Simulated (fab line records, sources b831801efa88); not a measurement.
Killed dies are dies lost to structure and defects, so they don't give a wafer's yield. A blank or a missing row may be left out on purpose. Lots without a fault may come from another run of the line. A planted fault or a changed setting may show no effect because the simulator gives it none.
One fault seen from 2 desks | flow sky130 | each desk has only its own numbers; what lay behind them comes last

THE METROLOGY DESK
What the gauges read, lot by lot, whatever tool the lot ran on: means of the sampled wafers that have a number. A lot is out of limits, marked OUT, if its mean lies more than 4 standard deviations from the usual mean; the brackets give that distance.
Columns: A = POLY_CUT_OVL at SKY_POLY_CUT_OVL_MEAS_09, usual -1 nm; B = SD_P_OVL at SKY_SD_P_OVL_MEAS_08, usual -0.5 nm; C = CONTACT_BOW at SKY_CONTACT_BOW_MEAS_05, usual 80 um
lot  | first seen here | A  | B    | C
L812 | day 25 00:48    | -5 | -2.1 | 78
L813 | day 25 08:58    | 2  | -1.4 | 74
L814 | day 25 16:48    | -6 | -1.2 | 82
L815 | day 25 18:16    | 2  | -1.0 | 75
L816 | day 26 07:16    | -2 | 0.3  | 84
L818 | day 26 23:21    | -5 | -0.4 | 85
L817 | day 27 03:37    | 2  | 0.4  | 87
L820 | day 27 06:13    | -1 | -0.4 | 83
L821 | day 27 11:46    | -4 | -1.1 | 85
L828 | day 29 22:16    | 4  | 2.0  | 84
L833 | day 31 10:30    | 0  | 0.4  | 89
L835 | day 31 21:36    | -9 | 0.4  | 73
This desk's finding: nothing out of limits on any of the 12 lots.

THE TOOL OWNER'S DESK: litho_track-02
The tool's own readings at SKY_RES_XHIGH_SOFTBAKE_03 (time 60 s): means of the sampled wafers that have a number, for each lot that ran on this tool. A lot is out of limits, marked OUT, if its mean lies more than 4 standard deviations from the usual mean; the brackets give that distance.
Columns: A = heater_power_total_W at SKY_RES_XHIGH_SOFTBAKE_03, usual 56.60 W; B = run_length_s at SKY_RES_XHIGH_SOFTBAKE_03, usual 89.18 s
lot  | first seen here | A     | B
L814 | day 27 11:45    | 56.57 | 89.32
L818 | day 28 18:22    | 56.58 | 89.29
L820 | day 29 01:42    | 56.61 | 89.24
L821 | day 29 06:43    | 56.61 | 89.50
L828 | day 31 15:46    | 56.64 | 91.72 (+17) OUT
This desk's finding: out of limits on L828; first on L828, day 31 15:46 (run_length_s at SKY_RES_XHIGH_SOFTBAKE_03). In limits: L814, L818, L820, L821.

PUT TOGETHER
The tool owner's desk could have raised an alarm at day 31 15:46, on L828.
The metrology desk saw nothing out of limits.
The metrology desk has L828 on record, within its limits.
Of the lots named, all ran SKY_RES_XHIGH_SOFTBAKE_03 on litho_track-02.

WHAT THE SIMULATOR HAD PUT IN
Process parameter drift: litho_track-02, from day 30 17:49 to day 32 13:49, at SKY_RES_XHIGH_SOFTBAKE_03. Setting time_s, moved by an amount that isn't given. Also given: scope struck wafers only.
Lots struck among those shown: L828.
Hours from the fault's start to each desk's first reading out of limits: the tool owner's desk, 22.
